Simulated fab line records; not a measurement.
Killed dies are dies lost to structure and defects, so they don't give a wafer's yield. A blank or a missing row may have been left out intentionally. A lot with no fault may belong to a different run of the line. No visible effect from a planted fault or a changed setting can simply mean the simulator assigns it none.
Tool commonality check + flow gf180mcu + Sampled: 13 lots, 39 wafers

== WHY THIS WAS OPENED ==
GF_VT_IMPLANT_RS_MEAS_49, reading MVPSD_RS: flagged on 2 of 13 lots. No-fault wafers: 1166 ohm/sq, standard deviation 3.2.
Rule: flag the lot when none of its wafers has a number, or when each of its wafers that has one lies beyond 4 standard deviations from that mean. As for the other lots, they are considered sound.

| lot  | measured     | on            | MVPSD_RS (ohm/sq), wafer by wafer | flag    |
|------|--------------|---------------|-----------------------------------|---------|
| L202 | day 7 15:25  | film metro-04 | 1166 1170 1169                    |         |
| L203 | day 7 20:55  | film metro-01 | 1164 1168 1169                    |         |
| L204 | day 8 01:55  | film metro-01 | 1166 1171 1168                    |         |
| L209 | day 9 13:50  | film metro-02 | 1168 1169 1171                    |         |
| L210 | day 9 18:22  | film metro-02 | 1162 1158 1160                    |         |
| L211 | day 10 01:02 | film metro-02 | 1163 1163 1163                    |         |
| L212 | day 10 09:22 | film metro-01 | 1165 1167 1166                    |         |
| L214 | day 10 22:26 | film metro-02 | 1169 1167 1167                    |         |
| L215 | day 11 06:14 | film metro-02 | 1162 1165 1164                    |         |
| L220 | day 12 16:38 | film metro-04 | 1194 1191 1193                    | FLAGGED |
| L221 | day 12 22:14 | film metro-02 | 1186 1191 1190                    | FLAGGED |
| L224 | day 13 19:49 | film metro-02 | 1162 1170 1165                    |         |
| L225 | day 14 03:31 | film metro-01 | 1170 1170 1169                    |         |
The numbers of the flagged lots are 1191 ohm/sq on average: +25 ohm/sq against the usual, or +8 standard deviations.

== LOT BY LOT: THE TOOL USED ==
The record holds 1 process step before the reading, out of a route of 602 steps. In each cell: the tool, then ch and the chambers that the sampled wafers went through, then the start.
| lot  | flag    | GF_MVPSD_IMPLANT_08             |
|------|---------|---------------------------------|
| L202 |         | implanter-03 ch 0, day 5 02:41  |
| L203 |         | implanter-03 ch 0, day 5 06:53  |
| L204 |         | implanter-02 ch 0, day 5 12:02  |
| L209 |         | implanter-04 ch 0, day 6 18:58  |
| L210 |         | implanter-04 ch 0, day 6 23:15  |
| L211 |         | implanter-04 ch 0, day 7 05:49  |
| L212 |         | implanter-02 ch 0, day 7 12:53  |
| L214 |         | implanter-02 ch 0, day 8 00:28  |
| L215 |         | implanter-03 ch 0, day 8 06:40  |
| L220 | FLAGGED | implanter-03 ch 0, day 9 13:14  |
| L221 | FLAGGED | implanter-03 ch 0, day 9 17:56  |
| L224 |         | implanter-02 ch 0, day 10 12:53 |
| L225 |         | implanter-04 ch 0, day 10 18:11 |
What these steps do:
- GF_MVPSD_IMPLANT_08
- GF_VT_IMPLANT_RS_MEAS_49: measures by four-point-probe.

== FLAGGED AGAINST TOTAL, ONE TOOL AT A TIME (gauges that did the reading follow at the end) ==
| step                     | tool          | lots run | flagged | share of the flagged lots | sound lots run after its first flagged lot |
|--------------------------|---------------|----------|---------|---------------------------|--------------------------------------------|
| GF_MVPSD_IMPLANT_08      | implanter-02  | 4        | 0       | none                      | -                                          |
| GF_MVPSD_IMPLANT_08      | implanter-03  | 5        | 2       | all                       | 0                                          |
| GF_MVPSD_IMPLANT_08      | implanter-04  | 4        | 0       | none                      | -                                          |
| GF_VT_IMPLANT_RS_MEAS_49 | film metro-01 | 4        | 0       | none                      | -                                          |
| GF_VT_IMPLANT_RS_MEAS_49 | film metro-02 | 7        | 1       | some                      | 1 (L224)                                   |
| GF_VT_IMPLANT_RS_MEAS_49 | film metro-04 | 2        | 1       | some                      | 0                                          |

== THE TABLE: WHAT IT ALLOWS ==
All flagged lots share 1 row of the table, namely implanter-03 at GF_MVPSD_IMPLANT_08.
- implanter-03 at GF_MVPSD_IMPLANT_08: 2 of its 5 lots flagged. Last sound lot L215 at day 8 06:40, first flagged lot L220 at day 9 13:14; a fault beginning in between fits. Its own readings (beam energy keV) fall more than 4 standard deviations out on all wafers of the flagged lots.
Just one tool remains: implanter-03 at GF_MVPSD_IMPLANT_08.

== WHAT WAS PUT IN BY THE SIMULATOR ==
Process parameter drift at GF_MVPSD_IMPLANT_08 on implanter-03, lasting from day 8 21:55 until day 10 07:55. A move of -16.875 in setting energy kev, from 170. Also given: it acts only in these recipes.
Lots struck among those shown: L220, L221. The same result came from the rule above.
